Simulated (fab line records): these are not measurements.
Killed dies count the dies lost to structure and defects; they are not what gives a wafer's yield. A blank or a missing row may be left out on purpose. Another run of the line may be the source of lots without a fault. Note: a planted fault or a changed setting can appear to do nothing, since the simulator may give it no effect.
Code-filled problem report in 8D (eight disciplines) form ; flow sky130 ; the parts of the form that need people (team, actions taken, sign-off) are left out

== 1. WHAT IS WRONG ==
Across 9 wafers from 3 lots, GATE_OXIDE_OVL at SKY_GATE_OXIDE_OVL_MEAS_10 averages 124.3 nm, while fault-free wafers read -1.3 nm with a standard deviation of 1.4. Measured from the usual mean, that is +90 standard deviations.
The first sign was on wafer L353.1 at day 19 00:47, on overlay-02. Wafers with a number at this step in the record: 33, from 11 lots. By rule, "out" or "out of limits" means more than 4 standard deviations away from the usual mean. The rest of the wafers with a number are treated as sound.

== 2. WHAT IT IS, AND WHAT IT ISN'T ==
question;is;is not
which readings at this step;GATE_OXIDE_OVL;-
which lots;L353, L358, L359;L338, L341, L344, L348, L350, L351, L355, L356
which wafers of those lots;all that have a number;-
read on which gauges;overlay-01, overlay-02;-
when;from day 19 00:47;"up to then (18 sound wafers); but 6 sound wafers of L355, L356 came after"

== 3. SUSPECTS, AND WHAT RULES EACH OUT ==
Counting: a tool at a process step up to the reading stays a suspect if it ran every lot that is out and no sound lot after the first of them.
- the gauge at SKY_GATE_OXIDE_OVL_MEAS_10 is ruled out. 2 gauges (overlay-01, overlay-02) read the wafers that are out.
- plasmaAsher-03 at SKY_DNWELL_STRIP_08 (strips in O2/N2): ruled out as a lasting fault. Sound lots L356 ran on it after its first lot that is out, L353 (day 6 11:31).
- ilineStepper-01 at SKY_GATE_OXIDE_EXPOSE_07 (exposes mask LVOM, target cd 600 nm): kept. Every lot that is out went through it, starting with L353 (day 18 09:37), and after that it ran no sound lot; the last sound lot it ran before then is L350 (day 17 08:43).
The count leaves ilineStepper-01 at SKY_GATE_OXIDE_EXPOSE_07.

== 4. THE CAUSE (what the simulator had put in) ==
Scanner matching overlay: ilineStepper-01, from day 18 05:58 on, at SKY_GATE_OXIDE_EXPOSE_07. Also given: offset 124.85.
The count eliminated every tool but this one.

== 5. SEQUENCE OF EFFECTS, ordered by route ==
Rows list readings where the struck wafers' mean (over those with a number) sits beyond 3 standard deviations from the usual. Only readings for which the record gives a usual standard deviation are gone through. hours: the time from each lot's start at the first step in this table that gives one to its start at this step, as a median over the lots. sigmas: the change in usual standard deviations.
hours;step;reading;usual;on struck wafers;change;sigmas
0;SKY_GATE_OXIDE_OVL_MEAS_10;GATE_OXIDE_OVL;-1.3 nm;124.3;+125.6;+90

== 6. HOW IT WOULD HAVE BEEN CAUGHT EARLIER ==
The first out-of-limits reading at a measuring or inspecting step in this record came at day 19 00:47, 19 hours after the fault's start at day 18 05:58.
Of the tool readings at SKY_GATE_OXIDE_EXPOSE_07 for which the record gives a usual standard deviation, none was out on any struck wafer, so an alarm limit of 4 standard deviations on them would not have fired.
L358, L359, from the lots that are out (3), started SKY_GATE_OXIDE_EXPOSE_07 on ilineStepper-01 later than day 19 00:47. A hold on the tool at that time would have spared those 2.
